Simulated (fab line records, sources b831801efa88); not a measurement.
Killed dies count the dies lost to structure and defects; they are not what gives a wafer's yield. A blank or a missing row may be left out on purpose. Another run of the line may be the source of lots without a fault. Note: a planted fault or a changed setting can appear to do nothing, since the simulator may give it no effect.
A struck lot beside a sound one || flow sky130 || 26 out of 708 route steps
Sound: these wafers, L181.4, L181.5, L181.6. The struck wafers were L173.1, L173.4, L173.6. The cause comes at the end.
For every step that has rows: the tool of each side, followed by ch and its chambers, followed by its first start. Under that, the readings that differ: sound wafers || struck wafers || difference of the means || sigmas: that difference in standard deviations of wafers without a fault.
alike: same words and numbers on both sides, and readings whose means sit less than 2 such deviations apart. not compared: any withheld reading, any reading some wafer has no value for, any bound like >300 that may hide the same value, and any number with overlapping values for which the record gives no deviation.
A row with sigmas, a row that says differs or no value, or rows on one side alone: a step with any of these is where the two part. Numbers that don't overlap but have no deviation are shown without sigmas and don't part them. Lack of a reading on every wafer of one side parts them only where that side has two or more wafers.

first, 1 step without rows for these wafers: SKY_VT_ADJUST_HVTP_IMPLANT_09.
SKY_VT_ADJUST_HVTP_STRIP_10: strips in O2/N2.
  sound on plasma_asher-04 ch 0,1, day 12 01:21; struck on plasma_asher-01 ch 0,1, day 9 12:44
  alike: chamber_pressure_mTorr, drypump_motor_current_A, oes_product_au, strip_time_to_endpoint_s
  not compared: rf_hours_counter_h
SKY_VT_ADJUST_HVTP_TW_MEAS_11:
  sound: film_metro-02 at day 12 01:27; struck: film_metro-02 at day 9 12:50
  alike: VT_ADJUST_HVTP_TW
then, 7 steps without rows for these wafers: SKY_VT_ADJUST_LVTN_DEHYDRATE_00 (time 60 s); SKY_VT_ADJUST_LVTN_HMDS_01 (prime time 60 s); SKY_VT_ADJUST_LVTN_COAT_02 (resist thk 3000 nm); SKY_VT_ADJUST_LVTN_SOFTBAKE_03; SKY_VT_ADJUST_LVTN_EXPOSE_04 (exposes mask NWM COMPLEMENT LESS NATIVE, target cd 840 nm); SKY_VT_ADJUST_LVTN_PEB_05; SKY_VT_ADJUST_LVTN_DEVELOP_06 (develop time 60 s).
SKY_VT_ADJUST_LVTN_OVL_MEAS_07:
  sound: overlay-01 at day 13 02:10; struck: overlay-02 at day 10 10:05
{"reading": "VT_ADJUST_LVTN_OVL (nm)", "sound": "1.9 3.6 3.5", "struck": "-1.7 -1.7 0.8", "difference": -3.9, "sigmas": -3}
after that, 1 step had no rows for these wafers: SKY_VT_ADJUST_LVTN_IMPLANT_08.
SKY_VT_ADJUST_LVTN_STRIP_09: strips in O2/N2.
  sound on plasma_asher-01 ch 0,1, day 13 02:22; struck on plasma_asher-02 ch 0, day 10 10:17
  no value came back on the struck wafers for chamber_pressure_mTorr (mTorr), drypump_motor_current_A (A), oes_product_au (a.u.), strip_time_to_endpoint_s (s); on the sound wafers chamber_pressure_mTorr (mTorr) reads 1502.5 1498.5 1498.6
{"reading": "model.coat_of_VT_ADJUST_LVTN_COAT_02.thk_nm (nm)", "sound": "0 0 0", "struck": "2987 2994 2987", "difference": "+2989", "sigmas": ""}
  not compared: rf_hours_counter_h
SKY_VT_ADJUST_LVTN_TW_MEAS_10:
  sound: film_metro-01 at day 13 02:28; struck: film_metro-03 at day 10 10:23
  alike: VT_ADJUST_LVTN_TW
then, 7 steps without rows for these wafers: SKY_VT_ADJUST_LVTN_DEHYDRATE_11 (time 60 s); SKY_VT_ADJUST_LVTN_HMDS_12 (prime time 60 s); SKY_VT_ADJUST_LVTN_COAT_13 (resist thk 1140 nm); SKY_VT_ADJUST_LVTN_SOFTBAKE_14 (time 60 s); SKY_VT_ADJUST_LVTN_EXPOSE_15 (exposes mask HVN STD DERIVED, target cd 600 nm); SKY_VT_ADJUST_LVTN_PEB_16; SKY_VT_ADJUST_LVTN_DEVELOP_17 (develop time 60 s).
SKY_VT_ADJUST_LVTN_OVL_MEAS_18:
  sound: overlay-01 at day 14 04:23; struck: overlay-02 at day 11 08:16
  alike: VT_ADJUST_LVTN_01_OVL
after that, 1 step had no rows for these wafers: SKY_VT_ADJUST_LVTN_IMPLANT_19.
SKY_VT_ADJUST_LVTN_STRIP_20: strips in O2/N2.
  sound on plasma_asher-02 ch 0,1, day 14 04:35; struck on plasma_asher-03 ch 0,1, day 11 08:27
{"reading": "oes_product_au (a.u.)", "sound": "0.717 0.712 0.718", "struck": "0.730 0.723 0.725", "difference": "+0.010", "sigmas": "+2"}
{"reading": "strip_time_to_endpoint_s (s)", "sound": "14.28 14.26 14.29", "struck": "58.54 58.66 58.58", "difference": "+44.32", "sigmas": "+99 or more"}
  alike: chamber_pressure_mTorr, drypump_motor_current_A
  not compared: rf_hours_counter_h
SKY_VT_ADJUST_LVTN_TW_MEAS_21:
  sound: film_metro-01 at day 14 04:41; struck: film_metro-04 at day 11 08:47
{"reading": "VT_ADJUST_LVTN_2_TW", "sound": "189.2 190.3 189.8", "struck": "30.5 30.3 30.6", "difference": -159.3, "sigmas": "-99 or more"}
  not compared: hold
SKY_PAD_OPEN_PROBE_99:
  the record has rows for the sound wafers here (prober-02, day 50 18:27) and none for the struck ones

## WHERE THEY PART
First at SKY_VT_ADJUST_LVTN_OVL_MEAS_07; last, within this record, at SKY_PAD_OPEN_PROBE_99.

WHY: the cause the simulator had injected
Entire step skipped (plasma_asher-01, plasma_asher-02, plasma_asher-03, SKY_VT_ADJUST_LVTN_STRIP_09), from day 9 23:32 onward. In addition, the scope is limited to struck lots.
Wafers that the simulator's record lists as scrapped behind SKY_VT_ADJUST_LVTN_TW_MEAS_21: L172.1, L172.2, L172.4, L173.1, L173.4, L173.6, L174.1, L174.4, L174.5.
